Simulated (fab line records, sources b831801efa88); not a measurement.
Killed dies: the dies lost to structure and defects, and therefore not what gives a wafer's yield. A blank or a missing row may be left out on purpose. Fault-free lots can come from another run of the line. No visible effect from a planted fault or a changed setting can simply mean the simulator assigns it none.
Commonality check across tools | flow gf180mcu | Sample size 13 lots and 39 wafers

## THE REASON FOR OPENING IT
On 2 of the 13 lots, a flag is raised at GF_STI_CD_MEAS_12 on the reading cd nm. No-fault wafers: 220.2 nm, standard deviation 1.2.
Rule: flag the lot when none of its wafers has a number, or when each of its wafers that has one lies beyond 4 standard deviations from that mean. As for the other lots, they are considered sound.

lot  | measured    | on        | cd nm (nm), wafer by wafer | flag
L286 | day 2 02:08 | cd sem-02 | 221.2 221.2 220.7          |
L288 | day 2 11:52 | cd sem-01 | 221.2 220.9 222.4          |
L290 | day 2 21:47 | cd sem-02 | 221.0 221.9 221.9          |
L294 | day 3 18:47 | cd sem-02 | 219.0 218.8 220.5          |
L295 | day 4 01:23 | cd sem-01 | 221.1 220.6 220.8          |
L297 | day 4 12:04 | cd sem-02 | 221.1 220.1 220.9          |
L298 | day 4 15:39 | cd sem-01 | 218.2 218.9 219.6          |
L299 | day 4 21:02 | cd sem-02 | 220.2 220.8 220.0          |
L302 | day 5 14:02 | cd sem-02 | 220.6 219.5 219.6          |
L301 | day 5 14:07 | cd sem-01 | 212.4 212.1 212.1          | FLAGGED
L303 | day 5 20:19 | cd sem-02 | 212.5 212.1 212.5          | FLAGGED
L307 | day 6 15:12 | cd sem-01 | 220.6 221.2 220.2          |
L309 | day 7 00:29 | cd sem-01 | 219.3 218.9 218.6          |
The mean of the flagged lots' numbers is 212.3 nm, -7.9 nm from the usual (-7 standard deviations).

## WHICH TOOL RAN EACH LOT
The record holds 1 process step before the reading, out of a route of 602 steps. Every cell lists first the tool, next ch and the chambers used by the sampled wafers, and last the start.
lot  | flag    | GF_STI_PEB_10
L286 |         | litho track-02 ch 0, day 2 01:47
L288 |         | litho track-01 ch 0, day 2 11:31
L290 |         | litho track-03 ch 0, day 2 21:28
L294 |         | litho track-03 ch 0, day 3 18:28
L295 |         | litho track-01 ch 0, day 4 01:02
L297 |         | litho track-03 ch 0, day 4 11:44
L298 |         | litho track-02 ch 0, day 4 15:19
L299 |         | litho track-01 ch 0, day 4 20:41
L302 |         | litho track-03 ch 0, day 5 13:43
L301 | FLAGGED | litho track-01 ch 0, day 5 13:46
L303 | FLAGGED | litho track-01 ch 0, day 5 19:58
L307 |         | litho track-02 ch 0, day 6 14:52
L309 |         | litho track-03 ch 0, day 7 00:10
What is done by these steps:
- GF_STI_PEB_10: peb time 90 s.
- GF_STI_CD_MEAS_12: target cd 220 nm.

## FLAGGED OVER TOTAL, TOOL BY TOOL (the gauges that took the reading come last)
step              | tool           | lots run | flagged | share of the flagged lots | sound lots run after its first flagged lot
GF_STI_PEB_10     | litho track-01 | 5        | 2       | all                       | 0
GF_STI_PEB_10     | litho track-02 | 3        | 0       | none                      | -
GF_STI_PEB_10     | litho track-03 | 5        | 0       | none                      | -
GF_STI_CD_MEAS_12 | cd sem-01      | 6        | 1       | some                      | 2 (L307,L309)
GF_STI_CD_MEAS_12 | cd sem-02      | 7        | 1       | some                      | 0

## WHAT THE TABLE PERMITS
In the table, 1 row covers all flagged lots: litho track-01 at GF_STI_PEB_10.
- litho track-01 at GF_STI_PEB_10: 2 of its 5 lots flagged. Its last sound lot is L299 (day 4 20:41), its first flagged lot L301 (day 5 13:46): a fault that began between those two fits.
One tool is left: litho track-01 at GF_STI_PEB_10.

## WHAT THE SIMULATOR PUT IN
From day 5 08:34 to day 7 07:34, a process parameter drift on litho track-01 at GF_STI_PEB_10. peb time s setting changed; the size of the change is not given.
Lots struck among those shown: L301, L303. Same finding as the rule above.
